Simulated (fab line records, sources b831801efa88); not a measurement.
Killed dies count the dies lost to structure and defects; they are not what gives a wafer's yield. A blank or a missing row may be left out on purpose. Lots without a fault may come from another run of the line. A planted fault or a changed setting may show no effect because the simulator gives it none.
fab line records ; flow sky130
record: lots: 15; wafers: 45; last-day: 51
route steps=708 shown RES_PROTECT@215 POLY_GATE@218 LDD_LDN@296
lots that met no fault: from a run of the same line without faults
start-h: the number of hours between the record's first day and the start of the first shown wafer of the lot ; wait-h: hours since the lot's step before ; " the same as in the row above ; L1.1+2: one row covering several wafers at once ; - no value present, or no start provided ; * or withheld: withheld ; < > ~ a bound
route shown NAME@n: names a module that has steps shown in the file, with the first one's number in the route ; usual: average and standard deviation across the fault-free wafers ; same: alike in all rows ; chamber/n: place in a boat ; sites: per-site readings ; _std_site: how widely they spread, as a standard deviation ; _edge_site: inner sites' mean taken away from outer sites' mean ; radius-mm: for every site, how far away it sits from the centre of the wafer ; mask NAME#n: copy n ; behind: the last tool/chamber to shape the wafer ; hold: what put the lot on hold/how long, in hours/how the hold closed ; device: whichever transistor did not switch (one of n, p or np) ; end of line: tests run on the same wafers once the route is complete ; a step given without rows: its recipe and nothing more ; killed: count of dies lost to structure and defects at first sort (not the wafer's yield) ; map: a wafer's dies, x killed, . not, _ none there
set.NAME: setting as actually run; set.NAME@STEP: the setting as run at that earlier step ; model.NAME: the simulator's own value behind a step, which no gauge read
route steps across a sampled set of lots; one table per step, one row per wafer
services: a tool's chamber out of use, with start hour (start-h, from the record's first day; less than 0 if before it), hours out, and reason
== steps ==
step: SKY_RES_PROTECT_TW_MEAS_08
usual: POLY_GATE_TW: 4042/23
lot.wafer;tool;chamber;start-h;wait-h;POLY_GATE_TW
L639.1;film-metro-03;-;356.53;0.1;4044
L639.4;film-metro-03;-;356.53;0.1;4065
L639.5;film-metro-03;-;356.53;0.1;4072
L640.1;film-metro-01;-;364.38;0.1;4061
L640.2;film-metro-01;-;364.38;0.1;4031
L640.4;film-metro-01;-;364.38;0.1;4045
L641.3;film-metro-01;-;380.04;0.1;4048
L641.4;film-metro-01;-;380.04;0.1;4064
L641.5;film-metro-01;-;380.04;0.1;4054
L643.1;film-metro-04;-;380.32;0.1;4099
L643.3;film-metro-04;-;380.32;0.1;4030
L643.4;film-metro-04;-;380.32;0.1;4059
L642.3;film-metro-01;-;389.05;0.1;3993
L642.4;film-metro-01;-;389.05;0.1;4003
L642.5;film-metro-01;-;389.05;0.1;4009
L645.3;film-metro-04;-;408.20;0.1;4067
L645.4;film-metro-04;-;408.20;0.1;4074
L645.5;film-metro-04;-;408.20;0.1;4058
L646.2;film-metro-03;-;411.73;0.1;4058
L646.3;film-metro-03;-;411.73;0.1;4041
L646.6;film-metro-03;-;411.73;0.1;4044
L648.3;film-metro-03;-;434.65;0.1;4071
L648.4;film-metro-03;-;434.65;0.1;4053
L648.6;film-metro-03;-;434.65;0.1;4066
L650.1;film-metro-04;-;451.83;0.1;4042
L650.2;film-metro-04;-;451.83;0.1;4025
L650.6;film-metro-04;-;451.83;0.1;4033
L651.1;film-metro-01;-;474.33;0.1;4023
L651.2;film-metro-01;-;474.33;0.1;4022
L651.4;film-metro-01;-;474.33;0.1;4009
L652.3;film-metro-03;-;484.34;0.1;4071
L652.4;film-metro-03;-;484.34;0.1;4080
L652.6;film-metro-03;-;484.34;0.1;4065
L654.2;film-metro-04;-;503.83;0.1;4040
L654.4;film-metro-04;-;503.83;0.1;4044
L654.5;film-metro-04;-;503.83;0.1;4056
L660.1;film-metro-04;-;542.37;0.1;4064
L660.2;film-metro-04;-;542.37;0.1;4059
L660.5;film-metro-04;-;542.37;0.1;4083
L659.4;film-metro-01;-;542.65;0.1;4010
L659.5;film-metro-01;-;542.65;0.1;4017
L659.6;film-metro-01;-;542.65;0.1;4046
L661.2;film-metro-03;-;550.74;0.1;4040
L661.4;film-metro-03;-;550.74;0.1;4030
L661.5;film-metro-03;-;550.74;0.1;4047
step: SKY_POLY_GATE_THK_MEAS_04
recipe: reads: Si3N4_of_POLY_GATE_CVD_03
usual: POLY_GATE_CVD_03_THK: 74.9/0.88
lot.wafer;tool;chamber;start-h;wait-h;POLY_GATE_CVD_03_THK[nm]
L639.1;film-metro-01;-;358.01;0.0;74.4
L639.4;film-metro-01;-;358.01;0.0;74.5
L639.5;film-metro-01;-;358.01;0.0;74.1
L640.1;film-metro-01;-;366.87;0.0;75.4
L640.2;film-metro-01;-;366.87;0.0;75.5
L640.4;film-metro-01;-;366.87;0.0;75.5
L643.1;film-metro-01;-;382.43;0.0;73.8
L643.3;film-metro-01;-;382.43;0.0;73.9
L643.4;film-metro-01;-;382.43;0.0;74.0
L641.3;film-metro-04;-;382.45;0.0;73.9
L641.4;film-metro-04;-;382.45;0.0;74.4
L641.5;film-metro-04;-;382.45;0.0;74.6
L642.3;film-metro-04;-;391.20;0.0;74.6
L642.4;film-metro-04;-;391.20;0.0;74.2
L642.5;film-metro-04;-;391.20;0.0;74.8
L645.3;film-metro-01;-;411.43;0.0;73.8
L645.4;film-metro-01;-;411.43;0.0;73.5
L645.5;film-metro-01;-;411.43;0.0;73.8
L646.2;film-metro-04;-;413.20;0.0;73.7
L646.3;film-metro-04;-;413.20;0.0;73.6
L646.6;film-metro-04;-;413.20;0.0;73.8
L648.3;film-metro-02;-;437.05;0.0;73.7
L648.4;film-metro-02;-;437.05;0.0;73.8
L648.6;film-metro-02;-;437.05;0.0;74.5
L650.1;film-metro-01;-;453.30;0.0;74.6
L650.2;film-metro-01;-;453.30;0.0;74.7
L650.6;film-metro-01;-;453.30;0.0;75.3
L651.1;film-metro-01;-;475.80;0.0;74.1
L651.2;film-metro-01;-;475.80;0.0;74.6
L651.4;film-metro-01;-;475.80;0.0;73.9
L652.3;film-metro-02;-;485.97;0.0;75.3
L652.4;film-metro-02;-;485.97;0.0;75.1
L652.6;film-metro-02;-;485.97;0.0;75.6
L654.2;film-metro-04;-;506.56;0.0;75.9
L654.4;film-metro-04;-;506.56;0.0;76.1
L654.5;film-metro-04;-;506.56;0.0;77.0
L660.1;film-metro-02;-;543.90;0.0;74.8
L660.2;film-metro-02;-;543.90;0.0;74.4
L660.5;film-metro-02;-;543.90;0.0;74.5
L659.4;film-metro-01;-;545.29;0.0;76.2
L659.5;film-metro-01;-;545.29;0.0;76.2
L659.6;film-metro-01;-;545.29;0.0;75.7
L661.2;film-metro-04;-;552.21;0.0;75.8
L661.4;film-metro-04;-;552.21;0.0;76.3
L661.5;film-metro-04;-;552.21;0.0;76.0
step: SKY_LDD_LDN_OVL_MEAS_07
usual: LDD_LDN_OVL: 0.3/1.2
lot.wafer;tool;chamber;start-h;wait-h;LDD_LDN_OVL[nm]
L639.1;overlay-01;-;542.65;0.1;1.9
L639.4;overlay-01;-;542.65;0.1;0.8
L639.5;overlay-01;-;542.65;0.1;0.7
L640.1;overlay-02;-;551.12;0.1;2.0
L640.2;overlay-02;-;551.12;0.1;0.4
L640.4;overlay-02;-;551.12;0.1;1.0
L641.3;overlay-02;-;568.04;0.1;-0.3
L641.4;overlay-02;-;568.04;0.1;0.6
L641.5;overlay-02;-;568.04;0.1;1.8
L643.1;overlay-02;-;570.18;0.1;1.4
L643.3;overlay-02;-;570.18;0.1;-0.7
L643.4;overlay-02;-;570.18;0.1;1.3
L642.3;overlay-02;-;576.30;0.1;-1.7
L642.4;overlay-02;-;576.30;0.1;0.9
L642.5;overlay-02;-;576.30;0.1;0.3
L645.3;overlay-02;-;601.36;0.1;1.1
L645.4;overlay-02;-;601.36;0.1;1.0
L645.5;overlay-02;-;601.36;0.1;-0.2
L646.2;overlay-01;-;602.66;0.1;-0.7
L646.3;overlay-01;-;602.66;0.1;-0.6
L646.6;overlay-01;-;602.66;0.1;1.0
L648.3;overlay-01;-;628.56;0.1;-1.4
L648.4;overlay-01;-;628.56;0.1;-1.9
L648.6;overlay-01;-;628.56;0.1;-0.2
L650.1;overlay-02;-;636.30;0.1;0.3
L650.2;overlay-02;-;636.30;0.1;-0.9
L650.6;overlay-02;-;636.30;0.1;-0.3
L651.1;overlay-02;-;660.43;0.1;2.0
L651.2;overlay-02;-;660.43;0.1;1.4
L651.4;overlay-02;-;660.43;0.1;0.3
L652.3;overlay-01;-;669.45;0.1;-0.7
L652.4;overlay-01;-;669.45;0.1;0.7
L652.6;overlay-01;-;669.45;0.1;-1.5
L654.2;overlay-02;-;687.33;0.1;2.0
L654.4;overlay-02;-;687.33;0.1;0.7
L654.5;overlay-02;-;687.33;0.1;0.4
L660.1;overlay-02;-;723.08;0.1;-0.5
L660.2;overlay-02;-;723.08;0.1;-2.6
L660.5;overlay-02;-;723.08;0.1;-1.7
L659.4;overlay-02;-;724.34;0.1;-0.4
L659.5;overlay-02;-;724.34;0.1;-0.3
L659.6;overlay-02;-;724.34;0.1;1.1
L661.2;overlay-02;-;730.69;0.1;0.4
L661.4;overlay-02;-;730.69;0.1;-2.6
L661.5;overlay-02;-;730.69;0.1;-0.3
step: SKY_LDD_LDN_IMPLANT_10
recipe: species: As; energy-kev: 15; dose-cm2: 1.25e+13; tilt-deg: withheld; rotation-deg: 203
usual: beam-energy-keV: 15.000/0.0042; beam-on-s: 10.01/0.19; faraday-current-uA: 70.4/1.4
lot.wafer;tool;chamber;start-h;wait-h;beam-energy-keV;beam-on-s;faraday-current-uA
L639.1;implanter-01;0;542.99;0.1;14.998;9.87;71.6
L639.4;implanter-01;0;542.99;0.1;15.006;10.30;68.2
L639.5;implanter-01;0;542.99;0.1;15.000;9.88;71.7
L640.1;implanter-01;0;551.46;0.1;15.007;9.63;73.0
L640.2;implanter-01;0;551.46;0.1;15.008;10.34;68.1
L640.4;implanter-01;0;551.46;0.1;15.003;9.69;72.4
L641.3;implanter-01;0;568.41;0.1;15.004;9.81;71.7
L641.4;implanter-01;0;568.41;0.1;15.005;10.03;70.2
L641.5;implanter-01;0;568.41;0.1;15.000;9.97;70.8
L643.1;implanter-03;0;570.52;0.1;14.998;10.18;69.6
L643.3;implanter-03;0;570.52;0.1;14.998;10.25;68.4
L643.4;implanter-03;0;570.52;0.1;14.997;9.75;72.2
L642.3;implanter-01;0;576.67;0.1;14.997;9.76;72.4
L642.4;implanter-01;0;576.67;0.1;15.001;10.09;70.3
L642.5;implanter-01;0;576.67;0.1;15.003;10.19;69.0
L645.3;implanter-02;0;601.74;0.1;15.001;9.80;72.0
L645.4;implanter-02;0;601.74;0.1;14.993;10.00;70.4
L645.5;implanter-02;0;601.74;0.1;14.990;9.90;71.2
L646.2;implanter-03;0;603.01;0.1;14.998;10.11;69.4
L646.3;implanter-03;0;603.01;0.1;15.003;10.07;70.4
L646.6;implanter-03;0;603.01;0.1;15.005;10.20;68.9
L648.3;implanter-01;-;628.94;0.1;-;-;-
L648.4;implanter-01;-;628.94;0.1;-;-;-
L648.6;implanter-01;-;628.94;0.1;-;-;-
L650.1;implanter-01;-;636.64;0.1;-;-;-
L650.2;implanter-01;-;636.64;0.1;-;-;-
L650.6;implanter-01;-;636.64;0.1;-;-;-
L651.1;implanter-01;-;660.77;0.1;-;-;-
L651.2;implanter-01;-;660.77;0.1;-;-;-
L651.4;implanter-01;-;660.77;0.1;-;-;-
L652.3;implanter-01;0;669.82;0.1;15.001;9.85;71.3
L652.4;implanter-01;0;669.82;0.1;14.997;9.67;72.9
L652.6;implanter-01;0;669.82;0.1;14.998;9.85;71.3
L654.2;implanter-02;0;687.69;0.1;15.003;10.08;69.9
L654.4;implanter-02;0;687.69;0.1;15.003;9.90;71.3
L654.5;implanter-02;0;687.69;0.1;14.998;10.07;70.2
L660.1;implanter-01;0;723.41;0.1;15.001;9.72;72.6
L660.2;implanter-01;0;723.41;0.1;14.997;10.02;70.5
L660.5;implanter-01;0;723.41;0.1;14.998;10.17;69.5
L659.4;implanter-01;0;724.74;0.1;15.001;9.99;70.7
L659.5;implanter-01;0;724.74;0.1;14.991;10.18;69.4
L659.6;implanter-01;0;724.74;0.1;14.999;9.91;71.1
L661.2;implanter-03;0;731.04;0.1;15.000;10.23;69.0
L661.4;implanter-03;0;731.04;0.1;15.006;9.73;72.6
L661.5;implanter-03;0;731.04;0.1;15.010;10.10;69.6
step: SKY_LDD_LDN_TW_MEAS_13
usual: LDD_LDN_TW: 1470/10
lot.wafer;tool;chamber;start-h;wait-h;LDD_LDN_TW
L639.1;film-metro-01;-;543.39;0.1;1474
L639.4;film-metro-01;-;543.39;0.1;1485
L639.5;film-metro-01;-;543.39;0.1;1481
L640.1;film-metro-03;-;551.86;0.1;1484
L640.2;film-metro-03;-;551.86;0.1;1481
L640.4;film-metro-03;-;551.86;0.1;1477
L641.3;film-metro-02;-;568.78;0.1;1465
L641.4;film-metro-02;-;568.78;0.1;1458
L641.5;film-metro-02;-;568.78;0.1;1462
L643.1;film-metro-03;-;570.92;0.1;1482
L643.3;film-metro-03;-;570.92;0.1;1494
L643.4;film-metro-03;-;570.92;0.1;1499
L642.3;film-metro-03;-;577.04;0.1;1485
L642.4;film-metro-03;-;577.04;0.1;1475
L642.5;film-metro-03;-;577.04;0.1;1476
L645.3;film-metro-01;-;602.11;0.1;1475
L645.4;film-metro-01;-;602.11;0.1;1468
L645.5;film-metro-01;-;602.11;0.1;1473
L646.2;film-metro-02;-;603.40;0.1;1460
L646.3;film-metro-02;-;603.40;0.1;1459
L646.6;film-metro-02;-;603.40;0.1;1463
L648.3;film-metro-03;-;629.31;0.1;1345
L648.4;film-metro-03;-;629.31;0.1;1347
L648.6;film-metro-03;-;629.31;0.1;1350
L650.1;film-metro-01;-;637.04;0.1;1348
L650.2;film-metro-01;-;637.04;0.1;1352
L650.6;film-metro-01;-;637.04;0.1;1357
L651.1;film-metro-03;-;661.17;0.1;1336
L651.2;film-metro-03;-;661.17;0.1;1331
L651.4;film-metro-03;-;661.17;0.1;1338
L652.3;film-metro-03;-;670.19;0.1;1455
L652.4;film-metro-03;-;670.19;0.1;1451
L652.6;film-metro-03;-;670.19;0.1;1460
L654.2;film-metro-03;-;688.07;0.1;1473
L654.4;film-metro-03;-;688.07;0.1;1461
L654.5;film-metro-03;-;688.07;0.1;1473
L660.1;film-metro-02;-;723.81;0.1;1454
L660.2;film-metro-02;-;723.81;0.1;1457
L660.5;film-metro-02;-;723.81;0.1;1450
L659.4;film-metro-01;-;725.09;0.1;1478
L659.5;film-metro-01;-;725.09;0.1;1484
L659.6;film-metro-01;-;725.09;0.1;1482
L661.2;film-metro-01;-;731.43;0.1;1486
L661.4;film-metro-01;-;731.43;0.1;1490
L661.5;film-metro-01;-;731.43;0.1;1485
== services ==
tool;chamber;start-h;hours;kind
implanter-03;-;529.39;4.4;repair
implanter-01;-;538.22;4.4;repair
implanter-01;-;538.66;2.7;repair
implanter-03;-;557.31;3.7;repair
implanter-01;-;603.27;0.6;repair
implanter-02;-;613.61;4.6;repair
implanter-03;-;624.95;20.4;repair
implanter-01;-;633.07;1.6;repair
implanter-01;-;673.34;3.9;repair
implanter-01;-;677.51;3.4;pm
implanter-03;-;683.75;0.6;repair
== key ==
first-sign: step: SKY_LDD_LDN_IMPLANT_10; reading: tool-record; direction: missing
effect: step: SKY_LDD_LDN_TW_MEAS_13; reading: LDD_LDN_TW; direction: down; sigmas: 12; usual: 1470; struck: 1345
met-at SKY_LDD_LDN_IMPLANT_10
struck-lots L648,L650,L651
later-rows-left-out L648.3,L648.4,L648.6,L650.1,L650.2,L650.6,L651.1,L651.2,L651.4
sort-left-out L648.3,L648.4,L648.6,L650.1,L650.2,L650.6,L651.1,L651.2,L651.4
tester-left-out L648,L650,L651
not-acting-at SKY_RES_PROTECT_TW_MEAS_08,SKY_POLY_GATE_THK_MEAS_04,SKY_LDD_LDN_OVL_MEAS_07
onset-between 576.67 628.94
fault: kind: skipped-step-whole; tool: implanter-01; chamber: -; onset-h: 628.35; steps: SKY_LDD_LDN_IMPLANT_10; scope: struck-lots-only
tester-left-out: of these lots the tester's yield and bins aren't shown, on N5 and GAA mostly nor the transistor test; their killed dies are dies lost to structure and defects alone, not to doping, threshold or leakage, so they don't give the yield
sort-left-out: the simulated sort isn't trusted on such a fault, so these wafers' sort isn't shown, and their yield isn't known
later-rows-left-out: the simulator's readings of these wafers behind a module that went badly wrong aren't trusted and aren't shown, but for the sort
